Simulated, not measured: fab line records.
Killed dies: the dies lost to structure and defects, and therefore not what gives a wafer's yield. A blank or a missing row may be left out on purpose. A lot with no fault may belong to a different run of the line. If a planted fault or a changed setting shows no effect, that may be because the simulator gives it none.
Comparing a struck lot with a sound one ; flow sky130 ; 14 steps out of a route of 708
Sound: wafers L876.1, L876.2, L876.6. The struck wafers were L891.1, L891.2, L891.4. The cause comes at the end.
Each step with rows lists, per side, the tool, then ch with its chambers, then its first start. Under that, the readings that differ: sound wafers ; struck wafers ; difference of the means ; sigmas: that difference in standard deviations of wafers without a fault.
alike: readings whose means differ by less than 2 such deviations, and words and numbers that are the same on both sides. not compared: withheld readings, readings that some wafer has no value for, bounds like >300 that may hide the same value, and numbers for which the record gives no deviation and whose values overlap.
A row with sigmas, a row that says differs or no value, or rows on one side alone: a step with any of these is where the two part. When numbers do not overlap yet have no deviation, they are printed without sigmas and do not part them. Lack of a reading on every wafer of one side parts them only where that side has two or more wafers.

first, 4 steps without rows for these wafers: SKY_LDD_HVN_SOFTBAKE_03 (time 60 s); SKY_LDD_HVN_EXPOSE_04 (exposes mask HVNTM, target cd 700 nm); SKY_LDD_HVN_PEB_05; SKY_LDD_HVN_DEVELOP_06 (develop time 60 s).
SKY_LDD_HVN_OVL_MEAS_07:
  sound on overlay-02, day 21 11:32; struck on overlay-02, day 26 05:56
  alike: LDD_HVN_OVL
after that, 1 step had no rows for these wafers: SKY_LDD_HVN_IMPLANT_08.
SKY_LDD_HVN_STRIP_09: strips in O2/N2.
  sound on plasmaAsher-02 ch 0,1, day 21 11:43; struck on plasmaAsher-03 ch 0,1, day 26 06:07
  alike: drypumpMotorCurrentA, oesProductAu, stripTimeToEndpointS
  not compared: rfHoursCounterH
SKY_LDD_HVN_TW_MEAS_10:
  sound on filmMetro-03, day 21 11:49; struck on filmMetro-04, day 26 06:13
  alike: LDD_HVN_TW
then, 4 steps without rows for these wafers: SKY_LDD_HVP_DEHYDRATE_00 (time 60 s); SKY_LDD_HVP_HMDS_01 (prime time 60 s); SKY_LDD_HVP_COAT_02 (resist thk 300 nm); SKY_LDD_HVP_SOFTBAKE_03 (time 60 s).
SKY_LDD_HVP_EXPOSE_04: exposes mask HVPTM, target cd 700 nm.
  sound on ilineStepper-02 ch 0, day 22 02:44; struck on ilineStepper-01, day 26 20:56
  no value came back on the struck wafers for exposureDoseMJCm2, focusOffsetNm (nm); on the sound wafers exposureDoseMJCm2 reads 86.00 86.10 85.94
  alike: mask
after that, 1 step had no rows for these wafers: SKY_LDD_HVP_PEB_05.

== WHERE THEY PART ==
Only at SKY_LDD_HVP_EXPOSE_04, within this record.

WHY: what had been put in by the simulator
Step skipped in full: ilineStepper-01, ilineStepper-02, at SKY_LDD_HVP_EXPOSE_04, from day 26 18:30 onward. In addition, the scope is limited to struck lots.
